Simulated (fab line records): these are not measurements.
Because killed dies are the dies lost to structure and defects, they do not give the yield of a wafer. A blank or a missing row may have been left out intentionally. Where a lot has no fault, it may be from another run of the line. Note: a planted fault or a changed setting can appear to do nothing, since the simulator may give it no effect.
fab line records	flow sky130
record lots=24	wafers=72	last-day=50
route steps=708 shown NWELL@76 LDD_HVP@287 LDD_LDN@301 SD_N@358 LOCAL_INTERCONNECT@399 CONTACT@431
lots untouched by any fault: they come from a run of this same line in which no faults occurred
start-h: hours from the record's opening day to when the first of the lot's shown wafers began	wait-h: hours from the lot's prior step to this one	" identical to the entry in the row above	L1.1+2: a single row standing in for several wafers	- either no value or no given start	* or withheld: withheld	< > ~ a bound
route shown NAME@n: a module of which the file shows steps, and the number in the route of the first	usual: mean/standard deviation of fault-free wafers	same: alike in all rows	chamber/n: place in a boat	sites: each site's reading	_std_site: their standard deviation	_edge_site: mean of outer sites minus mean of inner sites	radius-mm: for every site, how far away it sits from the centre of the wafer	mask NAME#n: copy n	behind: the most recent tool/chamber to have shaped the wafer	hold: the reason the lot was held/the length of the hold in hours/how it ended	device: names the non-switching transistor (n, p or np)	end of line: at the end of the route, the tests of the same wafers	for a step that has no rows: nothing shown but its recipe	killed: the dies lost at the first sort to structure and to defects; this is not the yield of the wafer	map: a wafer's dies, marking killed ones x, the rest . and places with no die _
set.NAME: the setting the step ran with; set.NAME@STEP: the setting that earlier step ran with	model.NAME: the simulator's own value behind a step, which no gauge read
route steps across a sampled set of lots; one table per step, one row per wafer
services: a tool's chamber out of use, with start hour (start-h, from the record's first day; less than 0 if before it), hours out, and reason
## steps
# step SKY_NWELL_OVL_MEAS_23
# usual NWELL_01_OVL=0.9/1.5
lot.wafer	tool	chamber	start-h	wait-h	NWELL_01_OVL[nm]
L074.1	overlay-01	-	110.93	-	1.4
L074.5	"	-	"	"	1.6
L074.6	"	-	"	"	3.9
L075.2	overlay-01	-	126.98	-	1.3
L075.4	"	-	"	"	2.2
L075.5	"	-	"	"	0.6
L077.4	overlay-01	-	127.29	-	2.2
L077.5	"	-	"	"	1.0
L077.6	"	-	"	"	0.5
L076.1	overlay-02	-	128.33	-	-0.1
L076.2	"	-	"	"	-0.4
L076.6	"	-	"	"	0.5
L079.1	overlay-02	-	141.03	-	-1.3
L079.5	"	-	"	"	-3.1
L079.6	"	-	"	"	-1.7
L078.2	overlay-01	-	142.69	-	-1.1
L078.4	"	-	"	"	0.8
L078.5	"	-	"	"	0.3
L080.1	overlay-01	-	143.33	-	0.7
L080.5	"	-	"	"	2.2
L080.6	"	-	"	"	2.0
L081.3	overlay-01	-	148.94	-	3.1
L081.4	"	-	"	"	2.8
L081.6	"	-	"	"	2.1
L082.1	overlay-01	-	149.58	-	0.1
L082.2	"	-	"	"	2.1
L082.4	"	-	"	"	1.1
L083.2	overlay-01	-	161.82	-	0.9
L083.4	"	-	"	"	-0.2
L083.6	"	-	"	"	0.1
L084.1	overlay-01	-	162.98	-	-1.4
L084.5	"	-	"	"	0.9
L084.6	"	-	"	"	1.7
L085.2	overlay-01	-	170.43	-	0.2
L085.4	"	-	"	"	2.5
L085.5	"	-	"	"	2.1
L086.2	overlay-01	-	175.67	-	2.2
L086.3	"	-	"	"	0.4
L086.6	"	-	"	"	-0.6
L087.2	overlay-01	-	177.24	-	0.8
L087.3	"	-	"	"	1.4
L087.6	"	-	"	"	2.3
L088.1	overlay-02	-	192.47	-	1.0
L088.2	"	-	"	"	1.7
L088.3	"	-	"	"	0.7
L089.1	overlay-02	-	197.58	-	-0.2
L089.5	"	-	"	"	1.0
L089.6	"	-	"	"	-1.0
L090.1	overlay-02	-	205.12	-	-0.7
L090.3	"	-	"	"	-1.9
L090.6	"	-	"	"	-1.2
L091.3	overlay-01	-	212.73	-	1.9
L091.5	"	-	"	"	0.5
L091.6	"	-	"	"	2.8
L092.2	overlay-02	-	214.43	-	-0.5
L092.5	"	-	"	"	0.1
L092.6	"	-	"	"	-0.4
L093.1	overlay-02	-	220.93	-	0.0
L093.2	"	-	"	"	-2.2
L093.4	"	-	"	"	-2.6
L094.1	overlay-02	-	227.68	-	-0.1
L094.4	"	-	"	"	1.0
L094.5	"	-	"	"	0.5
L095.1	overlay-01	-	230.87	-	1.2
L095.5	"	-	"	"	0.8
L095.6	"	-	"	"	1.1
L096.2	overlay-01	-	237.43	-	2.3
L096.4	"	-	"	"	0.5
L096.5	"	-	"	"	2.5
L097.3	overlay-01	-	241.74	-	2.4
L097.4	"	-	"	"	4.8
L097.5	"	-	"	"	4.7
# step SKY_LDD_HVP_STRIP_09
# recipe chemistry=O2/N2	power-w=1400	pressure-mtorr=1500	platen-temp-c=withheld	o2-flow-sccm=3000	n2-flow-sccm=300	overash-fraction=0.5
# usual drypump-motor-current-A=5.5/0.52	oes-product-au=0.409/0.0045	strip-time-to-endpoint-s=4.138/0.017
lot.wafer	tool	chamber	start-h	wait-h	drypump-motor-current-A	oes-product-au	rf-hours-counter-h	strip-time-to-endpoint-s
L074.1	plasma-asher-04	1	508.66	0.1	5.8	0.411	8	4.165
L074.5	"	1	"	"	5.8	0.413	-	4.136
L074.6	"	0	"	"	5.4	0.407	-	4.127
L075.2	plasma-asher-02	0	530.56	0.1	5.5	0.410	68	4.125
L075.4	"	1	"	"	4.8	0.411	-	4.126
L075.5	"	1	"	"	4.8	0.418	-	4.133
L077.4	plasma-asher-01	1	532.75	0.1	6.1	0.408	-	4.146
L077.5	"	0	"	"	6.3	0.405	-	4.159
L077.6	"	1	"	"	6.1	0.415	-	4.144
L076.1	plasma-asher-02	1	532.82	0.1	4.7	0.401	69	4.103
L076.2	"	0	"	"	5.5	0.412	69	4.105
L076.6	"	1	"	"	4.8	0.408	-	4.102
L079.1	plasma-asher-04	1	550.07	0.1	5.8	0.407	12	4.152
L079.5	"	0	"	"	5.4	0.408	-	4.137
L079.6	"	1	"	"	5.8	0.406	-	4.134
L080.1	plasma-asher-01	0	555.31	0.1	6.3	0.402	87	4.143
L080.5	"	1	"	"	6.1	0.403	-	4.132
L080.6	"	0	"	"	6.3	0.406	-	4.133
L078.2	plasma-asher-01	1	559.66	0.1	6.1	0.407	87	4.142
L078.4	"	1	"	"	6.1	0.407	-	4.155
L078.5	"	1	"	"	6.1	0.412	-	4.155
L081.3	plasma-asher-02	0	566.00	0.1	5.5	0.405	-	4.124
L081.4	"	1	"	"	4.8	0.409	-	4.145
L081.6	"	0	"	"	5.4	0.406	-	4.137
L082.1	plasma-asher-02	0	567.26	0.1	5.5	0.400	72	4.150
L082.2	"	1	"	"	4.7	0.401	72	4.124
L082.4	"	0	"	"	5.4	0.412	-	4.134
L083.2	plasma-asher-01	1	586.61	0.1	6.2	0.410	90	4.129
L083.4	"	1	"	"	6.2	0.405	-	4.103
L083.6	"	1	"	"	6.1	0.412	-	4.112
L084.1	plasma-asher-02	1	592.47	0.1	4.7	0.417	74	4.119
L084.5	"	0	"	"	5.4	0.413	-	4.121
L084.6	"	1	"	"	4.8	0.414	-	4.151
L085.2	plasma-asher-02	0	600.67	0.1	5.4	0.413	75	4.163
L085.4	"	0	"	"	5.5	0.400	-	4.176
L085.5	"	0	"	"	5.4	0.418	-	4.141
L087.2	plasma-asher-02	0	606.12	0.1	5.4	0.402	76	4.137
L087.3	"	1	"	"	4.8	0.417	-	4.145
L087.6	"	1	"	"	4.7	0.404	-	4.161
L086.2	plasma-asher-02	0	607.31	0.1	5.4	0.412	76	4.143
L086.3	"	0	"	"	5.4	0.411	-	4.129
L086.6	"	0	"	"	5.4	0.407	-	4.143
L088.1	plasma-asher-02	1	627.41	0.1	4.8	0.411	78	4.164
L088.2	"	0	"	"	5.5	0.409	78	4.150
L088.3	"	1	"	"	4.7	0.406	-	4.162
L089.1	plasma-asher-04	1	633.16	0.1	5.8	0.410	20	4.130
L089.5	"	0	"	"	5.4	0.407	-	4.119
L089.6	"	1	"	"	5.8	0.415	-	4.144
L090.1	plasma-asher-01	0	643.16	0.1	6.3	0.408	94	4.143
L090.3	"	1	"	"	6.1	0.412	-	4.134
L090.6	"	1	"	"	6.1	0.404	-	4.129
L091.3	plasma-asher-04	1	645.60	0.1	5.8	0.411	-	4.127
L091.5	"	1	"	"	5.8	0.413	-	4.113
L091.6	"	0	"	"	5.4	0.410	-	4.114
L092.2	plasma-asher-02	1	655.91	0.1	4.7	0.407	81	4.129
L092.5	"	0	"	"	5.5	0.413	-	4.145
L092.6	"	1	"	"	4.8	0.413	-	4.111
L093.1	plasma-asher-04	0	660.42	0.1	5.4	0.406	23	4.138
L093.2	"	1	"	"	5.8	0.411	23	4.146
L093.4	"	0	"	"	5.4	0.415	-	4.136
L094.1	plasma-asher-01	1	669.61	0.1	6.1	0.409	97	4.122
L094.4	"	1	"	"	6.1	0.404	-	4.132
L094.5	"	0	"	"	6.3	0.410	-	4.127
L095.1	plasma-asher-04	1	672.12	0.1	5.8	0.410	24	4.147
L095.5	"	1	"	"	5.8	0.406	-	4.151
L095.6	"	0	"	"	5.4	0.415	-	4.154
L096.2	plasma-asher-04	1	685.52	0.1	5.8	0.405	25	4.122
L096.4	"	0	"	"	5.4	0.404	-	4.144
L096.5	"	0	"	"	5.5	0.410	-	4.156
L097.3	plasma-asher-02	0	687.65	0.1	5.4	0.403	-	4.163
L097.4	"	1	"	"	4.8	0.411	-	4.163
L097.5	"	0	"	"	5.5	0.417	-	4.175
# step SKY_LDD_LDN_STRIP_12
# recipe chemistry=O2/N2	power-w=1400	pressure-mtorr=1500	platen-temp-c=withheld	o2-flow-sccm=3000	n2-flow-sccm=300	overash-fraction=0.5
# usual drypump-motor-current-A=5.7/0.54	oes-product-au=0.715/0.0043	strip-time-to-endpoint-s=14.20/0.041
lot.wafer	tool	chamber	start-h	wait-h	drypump-motor-current-A	oes-product-au	rf-hours-counter-h	strip-time-to-endpoint-s
L074.1	plasma-asher-03	0	539.55	0.1	6.2	0.717	43	14.25
L074.5	"	0	"	"	6.2	0.713	-	14.22
L074.6	"	1	"	"	5.3	0.714	-	14.26
L075.2	plasma-asher-03	1	561.42	0.1	5.3	0.719	45	14.21
L075.4	"	0	"	"	6.2	0.715	-	14.15
L075.5	"	0	"	"	6.2	0.719	-	14.18
L076.1	plasma-asher-02	1	563.50	0.1	4.8	0.714	71	14.20
L076.2	"	0	"	"	5.5	0.711	71	14.14
L076.6	"	0	"	"	5.4	0.713	-	14.19
L077.4	plasma-asher-03	0	563.50	0.1	6.2	0.718	-	14.12
L077.5	"	1	"	"	5.3	0.721	-	14.13
L077.6	"	0	"	"	6.2	0.714	-	14.15
L079.1	plasma-asher-02	1	580.40	0.1	4.7	0.716	73	14.15
L079.5	"	0	"	"	5.5	0.724	-	14.14
L079.6	"	1	"	"	4.7	0.711	-	14.13
L080.1	plasma-asher-02	1	584.25	0.1	4.7	0.716	74	14.16
L080.5	"	1	"	"	4.8	0.718	-	14.12
L080.6	"	0	"	"	5.4	0.717	-	14.11
L078.2	plasma-asher-03	0	589.80	0.1	6.2	0.708	48	14.25
L078.4	"	1	"	"	5.3	0.720	-	14.25
L078.5	"	1	"	"	5.3	0.712	-	14.27
L081.3	plasma-asher-02	1	595.88	0.1	4.8	0.719	-	14.23
L081.4	"	0	"	"	5.4	0.717	-	14.22
L081.6	"	1	"	"	4.7	0.713	-	14.25
L082.1	plasma-asher-02	1	597.41	0.1	4.7	0.717	75	14.16
L082.2	"	0	"	"	5.4	0.713	75	14.17
L082.4	"	1	"	"	4.8	0.712	-	14.17
L083.2	plasma-asher-01	1	616.51	0.1	6.1	0.715	93	14.21
L083.4	"	0	"	"	6.3	0.715	-	14.22
L083.6	"	1	"	"	6.1	0.713	-	14.24
L084.1	plasma-asher-03	1	622.82	0.1	5.4	0.711	51	14.18
L084.5	"	0	"	"	6.2	0.713	-	14.18
L084.6	"	1	"	"	5.3	0.721	-	14.19
L085.2	plasma-asher-02	0	630.22	0.1	5.4	0.710	79	14.15
L085.4	"	0	"	"	5.5	0.711	-	14.12
L085.5	"	0	"	"	5.5	0.708	-	14.12
L087.2	plasma-asher-03	0	635.51	0.1	6.2	0.718	53	14.19
L087.3	"	1	"	"	5.3	0.711	-	14.18
L087.6	"	1	"	"	5.3	0.719	-	14.18
L086.2	plasma-asher-03	0	636.81	0.1	6.2	0.718	53	14.26
L086.3	"	0	"	"	6.2	0.724	-	14.27
L086.6	"	1	"	"	5.3	0.710	-	14.25
L088.1	plasma-asher-01	1	656.45	0.1	6.1	0.710	95	14.25
L088.2	"	0	"	"	6.3	0.724	95	14.28
L088.3	"	0	"	"	6.3	0.725	-	14.22
L089.1	plasma-asher-01	0	661.47	0.1	6.4	0.716	96	14.19
L089.5	"	0	"	"	6.3	0.714	-	14.21
L089.6	"	1	"	"	6.1	0.719	-	14.19
L090.1	plasma-asher-03	1	672.20	0.1	5.3	0.713	57	14.28
L090.3	"	1	"	"	5.3	0.713	-	14.24
L090.6	"	1	"	"	5.3	0.718	-	14.22
L091.3	plasma-asher-03	1	674.10	0.1	5.3	0.712	-	14.20
L091.5	"	0	"	"	6.2	0.719	-	14.22
L091.6	"	1	"	"	5.3	0.723	-	14.22
L092.2	plasma-asher-03	0	684.85	0.1	6.2	0.712	58	14.19
L092.5	"	1	"	"	5.4	0.716	-	14.17
L092.6	"	0	"	"	6.1	0.711	-	14.22
L093.1	plasma-asher-01	1	690.00	0.1	6.1	0.720	99	14.18
L093.2	"	0	"	"	6.3	0.713	99	14.18
L093.4	"	0	"	"	6.3	0.712	-	14.16
L094.1	plasma-asher-03	0	698.56	0.1	6.2	0.718	59	14.19
L094.4	"	1	"	"	5.3	0.706	-	14.18
L094.5	"	0	"	"	6.2	0.725	-	14.19
L095.1	plasma-asher-01	1	701.40	0.1	6.1	0.717	100	14.23
L095.5	"	1	"	"	6.1	0.711	-	14.24
L095.6	"	0	"	"	6.3	0.713	-	14.26
L096.2	plasma-asher-02	1	714.16	0.1	4.8	0.720	87	14.19
L096.4	"	0	"	"	5.5	0.716	-	14.24
L096.5	"	1	"	"	4.8	0.711	-	14.23
L097.3	plasma-asher-03	1	716.03	0.1	5.3	0.719	-	14.22
L097.4	"	0	"	"	6.2	0.718	-	14.20
L097.5	"	1	"	"	5.3	0.711	-	14.21
# step SKY_SD_N_RS_MEAS_16
# recipe thk-meas-gauge=four-point-probe
# usual SD_N_RS=68.49/0.12
lot.wafer	tool	chamber	start-h	wait-h	SD_N_RS[ohm/sq]
L074.1	film-metro-02	-	659.88	0.1	68.61
L074.5	"	-	"	"	68.55
L074.6	"	-	"	"	68.59
L075.2	film-metro-04	-	680.79	0.1	68.55
L075.4	"	-	"	"	68.39
L075.5	"	-	"	"	68.38
L077.4	film-metro-04	-	683.06	0.1	68.65
L077.5	"	-	"	"	68.36
L077.6	"	-	"	"	68.35
L076.1	film-metro-04	-	684.57	0.1	68.21
L076.2	"	-	"	"	68.46
L076.6	"	-	"	"	68.38
L079.1	film-metro-04	-	697.67	0.1	68.39
L079.5	"	-	"	"	68.48
L079.6	"	-	"	"	68.39
L080.1	film-metro-02	-	701.90	0.1	68.63
L080.5	"	-	"	"	68.63
L080.6	"	-	"	"	68.61
L078.2	film-metro-04	-	705.64	0.1	68.42
L078.4	"	-	"	"	68.45
L078.5	"	-	"	"	68.38
L081.3	film-metro-02	-	711.85	0.1	68.61
L081.4	"	-	"	"	68.57
L081.6	"	-	"	"	68.69
L082.1	film-metro-03	-	715.13	0.1	68.72
L082.2	"	-	"	"	68.57
L082.4	"	-	"	"	68.76
L083.2	film-metro-04	-	731.31	0.1	68.55
L083.4	"	-	"	"	68.57
L083.6	"	-	"	"	68.49
L084.1	film-metro-04	-	739.55	0.1	68.43
L084.5	"	-	"	"	68.38
L084.6	"	-	"	"	68.36
L085.2	film-metro-03	-	747.62	0.1	68.60
L085.4	"	-	"	"	68.68
L085.5	"	-	"	"	68.61
L087.2	film-metro-03	-	750.11	0.1	68.38
L087.3	"	-	"	"	68.74
L087.6	"	-	"	"	68.50
L086.2	film-metro-03	-	751.69	0.1	68.39
L086.3	"	-	"	"	68.58
L086.6	"	-	"	"	68.64
L088.1	film-metro-03	-	770.71	0.1	68.39
L088.2	"	-	"	"	68.37
L088.3	"	-	"	"	68.43
L089.1	film-metro-04	-	775.72	0.1	68.52
L089.5	"	-	"	"	68.38
L089.6	"	-	"	"	68.40
L090.1	film-metro-03	-	785.72	0.1	68.29
L090.3	"	-	"	"	68.34
L090.6	"	-	"	"	68.39
L091.3	film-metro-04	-	786.36	0.1	68.54
L091.5	"	-	"	"	68.52
L091.6	"	-	"	"	68.46
L092.2	film-metro-02	-	798.28	0.1	68.42
L092.5	"	-	"	"	68.59
L092.6	"	-	"	"	68.46
L093.1	film-metro-04	-	802.89	0.1	68.27
L093.2	"	-	"	"	68.38
L093.4	"	-	"	"	68.38
L094.1	film-metro-02	-	809.66	0.1	68.36
L094.4	"	-	"	"	68.41
L094.5	"	-	"	"	68.40
L095.1	film-metro-03	-	812.47	0.1	68.46
L095.5	"	-	"	"	68.50
L095.6	"	-	"	"	68.57
L096.2	film-metro-02	-	823.79	0.1	68.25
L096.4	"	-	"	"	68.24
L096.5	"	-	"	"	68.53
L097.3	film-metro-03	-	827.56	0.1	68.41
L097.4	"	-	"	"	68.40
L097.5	"	-	"	"	68.54
# step SKY_LOCAL_INTERCONNECT_OVL_MEAS_12
# usual LOCAL_INTERCONNECT_OVL=-2/4.7
lot.wafer	tool	chamber	start-h	wait-h	LOCAL_INTERCONNECT_OVL[nm]
L074.1	overlay-01	-	718.70	0.1	-1
L074.5	"	-	"	"	-2
L074.6	"	-	"	"	0
L075.2	overlay-01	-	738.05	0.1	-5
L075.4	"	-	"	"	8
L075.5	"	-	"	"	-3
L077.4	overlay-01	-	740.30	0.1	-2
L077.5	"	-	"	"	-5
L077.6	"	-	"	"	-1
L076.1	overlay-01	-	743.20	0.1	-5
L076.2	"	-	"	"	-5
L076.6	"	-	"	"	-8
L079.1	overlay-02	-	757.24	0.1	3
L079.5	"	-	"	"	2
L079.6	"	-	"	"	2
L080.1	overlay-01	-	759.65	0.1	-4
L080.5	"	-	"	"	-9
L080.6	"	-	"	"	-3
L078.2	overlay-01	-	763.41	0.1	4
L078.4	"	-	"	"	0
L078.5	"	-	"	"	-3
L081.3	overlay-02	-	768.80	0.1	-5
L081.4	"	-	"	"	1
L081.6	"	-	"	"	4
L082.1	overlay-02	-	772.90	0.1	-5
L082.2	"	-	"	"	-4
L082.4	"	-	"	"	-9
L083.2	overlay-02	-	788.69	0.1	-5
L083.4	"	-	"	"	-5
L083.6	"	-	"	"	-9
L084.1	overlay-02	-	795.69	0.1	-8
L084.5	"	-	"	"	1
L084.6	"	-	"	"	-5
L085.2	overlay-02	-	804.38	0.1	-7
L085.4	"	-	"	"	5
L085.5	"	-	"	"	-5
L087.2	overlay-02	-	805.61	0.1	1
L087.3	"	-	"	"	0
L087.6	"	-	"	"	5
L086.2	overlay-02	-	806.86	0.1	1
L086.3	"	-	"	"	0
L086.6	"	-	"	"	0
L088.1	overlay-02	-	825.84	0.1	-10
L088.2	"	-	"	"	-6
L088.3	"	-	"	"	-8
L089.1	overlay-02	-	830.09	0.1	-3
L089.5	"	-	"	"	-3
L089.6	"	-	"	"	2
L090.1	overlay-02	-	841.15	0.1	5
L090.3	"	-	"	"	3
L090.6	"	-	"	"	2
L091.3	overlay-02	-	841.52	0.1	4
L091.5	"	-	"	"	-3
L091.6	"	-	"	"	0
L092.2	overlay-02	-	853.31	0.1	-9
L092.5	"	-	"	"	-1
L092.6	"	-	"	"	-2
L093.1	overlay-02	-	857.25	0.1	-3
L093.2	"	-	"	"	-4
L093.4	"	-	"	"	-4
L094.1	overlay-01	-	863.80	0.1	-2
L094.4	"	-	"	"	2
L094.5	"	-	"	"	-3
L095.1	overlay-02	-	866.24	0.1	3
L095.5	"	-	"	"	7
L095.6	"	-	"	"	-4
L096.2	overlay-02	-	878.96	0.1	6
L096.4	"	-	"	"	3
L096.5	"	-	"	"	7
L097.3	overlay-01	-	883.02	0.1	-1
L097.4	"	-	"	"	-5
L097.5	"	-	"	"	-7
# step SKY_CONTACT_RS_MEAS_25
# recipe thk-meas-gauge=four-point-probe	reads=W_of_CONTACT_CVD_24+TiN_of_CONTACT_SPUTTER_23
# usual CONTACT_W_RS=0.336/0.0048
lot.wafer	tool	chamber	start-h	wait-h	CONTACT_W_RS[ohm/sq]
L074.1	film-metro-03	-	748.78	0.1	0.333
L074.5	"	-	"	"	0.332
L074.6	"	-	"	"	0.344
L075.2	film-metro-02	-	767.56	0.1	0.328
L075.4	"	-	"	"	0.332
L075.5	"	-	"	"	0.334
L077.4	film-metro-01	-	769.54	0.1	0.338
L077.5	"	-	"	"	0.342
L077.6	"	-	"	"	0.336
L076.1	film-metro-01	-	772.53	0.1	0.340
L076.2	"	-	"	"	0.334
L076.6	"	-	"	"	0.334
L079.1	film-metro-01	-	785.63	0.1	0.331
L079.5	"	-	"	"	0.331
L079.6	"	-	"	"	0.338
L080.1	film-metro-03	-	788.93	0.1	0.337
L080.5	"	-	"	"	0.340
L080.6	"	-	"	"	0.335
L078.2	film-metro-03	-	792.10	0.1	0.334
L078.4	"	-	"	"	0.333
L078.5	"	-	"	"	0.338
L081.3	film-metro-01	-	798.04	0.1	0.338
L081.4	"	-	"	"	0.329
L081.6	"	-	"	"	0.339
L082.1	film-metro-01	-	802.81	0.1	0.332
L082.2	"	-	"	"	0.338
L082.4	"	-	"	"	0.340
L083.2	film-metro-01	-	817.79	0.1	0.338
L083.4	"	-	"	"	0.337
L083.6	"	-	"	"	0.324
L084.1	film-metro-01	-	823.92	0.1	0.324
L084.5	"	-	"	"	0.339
L084.6	"	-	"	"	0.327
L085.2	film-metro-02	-	832.39	0.1	0.339
L085.4	"	-	"	"	0.336
L085.5	"	-	"	"	0.336
L087.2	film-metro-01	-	834.36	0.1	0.341
L087.3	"	-	"	"	0.333
L087.6	"	-	"	"	0.341
L086.2	film-metro-03	-	835.66	0.1	0.341
L086.3	"	-	"	"	0.340
L086.6	"	-	"	"	0.342
L088.1	film-metro-02	-	854.23	0.1	0.325
L088.2	"	-	"	"	0.339
L088.3	"	-	"	"	0.328
L089.1	film-metro-03	-	859.39	0.1	0.331
L089.5	"	-	"	"	0.331
L089.6	"	-	"	"	0.337
L090.1	film-metro-01	-	869.62	0.1	0.341
L090.3	"	-	"	"	0.341
L090.6	"	-	"	"	0.338
L091.3	film-metro-03	-	869.98	0.1	0.339
L091.5	"	-	"	"	0.341
L091.6	"	-	"	"	0.335
L092.2	film-metro-01	-	882.60	0.1	0.339
L092.5	"	-	"	"	0.338
L092.6	"	-	"	"	0.333
L093.1	film-metro-02	-	885.79	0.1	0.342
L093.2	"	-	"	"	0.337
L093.4	"	-	"	"	0.344
L094.1	film-metro-03	-	891.91	0.1	0.343
L094.4	"	-	"	"	0.342
L094.5	"	-	"	"	0.340
L095.1	film-metro-03	-	893.98	0.1	0.343
L095.5	"	-	"	"	0.337
L095.6	"	-	"	"	0.335
L096.2	film-metro-02	-	906.09	0.1	0.335
L096.4	"	-	"	"	0.335
L096.5	"	-	"	"	0.334
L097.3	film-metro-01	-	910.73	0.1	0.334
L097.4	"	-	"	"	0.335
L097.5	"	-	"	"	0.343
## services
tool	chamber	start-h	hours	kind
plasma-asher-01	-	501.71	4.3	pm
plasma-asher-01	-	615.56	0.8	repair
plasma-asher-01	-	622.96	10.0	pm
plasma-asher-01	-	653.28	2.2	repair
plasma-asher-01	-	671.20	1.5	repair
plasma-asher-03	-	671.43	0.4	repair
## key
fault none
